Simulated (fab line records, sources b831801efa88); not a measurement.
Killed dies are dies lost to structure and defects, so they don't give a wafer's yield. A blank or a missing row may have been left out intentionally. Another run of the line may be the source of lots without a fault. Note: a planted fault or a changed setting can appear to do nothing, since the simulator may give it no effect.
Comparing a struck lot with a sound one | flow sky130 | 15 steps out of a route of 708
Sound: the wafers L699.1, L699.2, L699.4. Struck: wafer L706.2 (left out: L706.1, L706.6 of the same lot, which were not struck); the cause appears at the end.
At each step with rows: each side's tool, then ch and its chambers, then its first start. Under that, the readings that differ: sound wafers | struck wafers | difference of the means | sigmas: that difference in standard deviations of wafers without a fault.
alike: same words and numbers on both sides, and readings whose means sit less than 2 such deviations apart. not compared: any withheld reading, any reading some wafer has no value for, any bound like >300 that may hide the same value, and any number with overlapping values for which the record gives no deviation.
Wherever a step has rows on one side only, a row that says differs or no value, or a row with sigmas, the two part there. Non-overlapping numbers with no deviation appear without sigmas and do not part them. A reading that every wafer of one side lacks parts them only if that side has two wafers or more.

SKY_VIA3_CD_MEAS_12: target cd 200 nm.
  sound on cd sem-01 at day 40 08:03; struck on cd sem-02 at day 42 07:52
  alike: cd nm
SKY_VIA3_OVL_MEAS_13:
  sound on overlay-01 at day 40 08:10; struck on overlay-01 at day 42 07:59
  alike: VIA3_OVL
SKY_VIA3_ETCH_14: etches BARC in N2/H2, stops on SiO2, time 45.9 s, target depth 60 nm.
  sound on rie diel-01 ch 1,3, day 40 08:13; struck on rie diel-01 ch 3, day 42 08:01
  alike: drypump motor current A, n2 flow sccm, oes product au, throttle valve pct
  not compared: rf hours counter h
SKY_VIA3_ETCH_15: etches SiO2 in C4F8/O2/Ar, stops on TiN, target depth 507 nm, time 78 s.
  sound on rie diel-01 ch 1,3, day 40 08:15; struck on rie diel-01 ch 3, day 42 08:04
  alike: oes product au
  not compared: rf hours counter h
then, 4 steps without rows for these wafers: SKY_VIA3_STRIP_16 (strips in O2/N2); SKY_VIA3_STRIP_17 (strips in post etch residue remover, time 1200 s); SKY_VIA3_CLEAN_18 (cleans in IPA, time 180 s); SKY_VIA3_CLEAN_19 (cleans in O3/DIW).
SKY_VIA3_SPUTTER_20: material TiN, target thk 20 nm, time 80 s.
  sound on pvd sputter-02 at day 40 08:54; struck on pvd sputter-02 at day 42 08:45
  alike: throttle valve pct
SKY_VIA3_CVD_21: deposits W, target thk 390 nm, time 117.31 s.
  sound on cvd w-02 ch 0,1, day 40 08:58; struck on cvd w-01 ch 1, day 42 08:49
  reading                      | sound             | struck | difference | sigmas
  chamber pressure Torr (Torr) | 39.92 40.01 40.02 | 40.22  | +0.24      | +3
  alike: heater power w
SKY_VIA3_RS_MEAS_22: uses a four-point probe to measure.
  sound on film metro-03 at day 40 09:05; struck on film metro-04 at day 42 08:56
  alike: VIA3_W_RS
SKY_VIA3_THK_MEAS_23: measures by xrf.
  sound on film metro-03 at day 40 09:13; struck on film metro-04 at day 42 09:04
  alike: VIA3_W_THK
SKY_VIA3_CMP_24: polishes, stops on SiO2, t overpolish 20 s, target thk 0 nm.
  sound on cmp-01 ch 0,1,2, day 40 09:16; struck on cmp-02 ch 2, day 42 09:10
  reading                | sound                | struck | difference | sigmas
  overpolish run s (s)   | 20.006 20.011 20.006 | 0.038  | -19.970    | -99 or more
  time to endpoint s (s) | 94 94 95             | 147    | +53        | +18
  alike: head pressure psi, motor current A, retaining ring pressure frac
SKY_METAL4_SPUTTER_00: material Ti, target thk 15 nm, time 10 s.
  the record has rows for the sound wafers here (pvd sputter-02, day 40 09:34) and none for the struck ones
-- the record jumps here: 6 days lie between the struck wafers' starts before and after (it left off in module METAL4 and takes up again in module PAD_OPEN, whose first step shown is number 708 of the route) --
SKY_PAD_OPEN_PROBE_99:
  sound on prober-01 at day 46 07:41; struck on prober-02 at day 48 01:33
  reading                  | sound          | struck | difference | sigmas
  defect limited yield (%) | 84.1 82.5 81.9 | 0      | -83        | -39
  killed_at_M0_to_M3       | 42 42 44       | 457    | +414       | +54
  killed dies              | 78 86 89       | 492    | +408       | +41
  killed on rim            | 19 12 24       | 96     | +78        | +20
  sort_bin_3_pad_short (%) | 0.6 1.0 1.0    | 82.3   | +81.4      | +99 or more
  sort n pass              | 414 406 403    | 0      | -408       | -41
  sort yield pct (%)       | 84.1 82.5 81.9 | 0      | -83        | -39
  alike: killed_at_M4_up, killed at contacts, killed at front end, killed at other, killed open, killed short, sort_bin_5_function, sort_bin_6_memory

WHERE THEY PART
At SKY_VIA3_CVD_21 first; at SKY_PAD_OPEN_PROBE_99 last (within this record only).

WHY: the cause the simulator had injected
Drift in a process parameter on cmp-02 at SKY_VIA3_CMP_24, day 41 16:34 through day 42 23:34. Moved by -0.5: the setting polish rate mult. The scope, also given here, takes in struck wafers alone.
